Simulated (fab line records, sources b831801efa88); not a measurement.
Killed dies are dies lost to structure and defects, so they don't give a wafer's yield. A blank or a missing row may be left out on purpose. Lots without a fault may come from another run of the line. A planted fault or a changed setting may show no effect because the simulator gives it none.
Chamber matching | flow gf180mcu | GF_STI_CMP_25 on cmp-01: 4 sister chambers
The step polishes, stops on Si3N4, t overpolish 33 s, target thk 524.6 nm. 4 wafers are shown with their chamber, then 7 later ones without.

WAFERS WITH THEIR CHAMBER
wafer  | chamber | motor_current_A (A)
L176.4 | 0       | 13.0
L179.4 | 1       | 11.9
L184.1 | 2       | 14.0
L184.4 | 3       | 12.5

WAFERS WITHOUT THEIR CHAMBER
wafer  | motor_current_A (A)
L184.6 | 12.3
L185.2 | 12.9
L185.3 | 13.8
L185.5 | 12.8
L190.3 | 13.8
L190.4 | 12.6
L190.5 | 13.3

WHICH CHAMBER EACH WENT THROUGH
wafer  | from the rows above     | in truth
L184.6 | can't be placed: 3 or 1 | 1
L185.2 | can't be placed: 0 or 3 | 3
L185.3 | 2                       | 2
L185.5 | can't be placed: 0 or 3 | 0
L190.3 | 2                       | 2
L190.4 | can't be placed: 3 or 0 | 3
L190.5 | 0                       | 0
Placed correctly: 3 of 7. Can't be placed from these rows: 4 (the true chamber is among the candidates in 4). Placed wrongly: 0.
How it was worked out, from the rows above alone: a wafer's distance from a chamber is the root of the sum, over the readings, of the square of ((its reading less the chamber's mean) divided by the reading's scatter). The wafer belongs to the nearest chamber; if the next one is less than 2 further off, it can't be placed. A chamber's mean is the mean of its shown wafers. The scatter: with one shown wafer a chamber, the root of the mean of the squares of how far each hidden wafer lies from its nearest shown one.
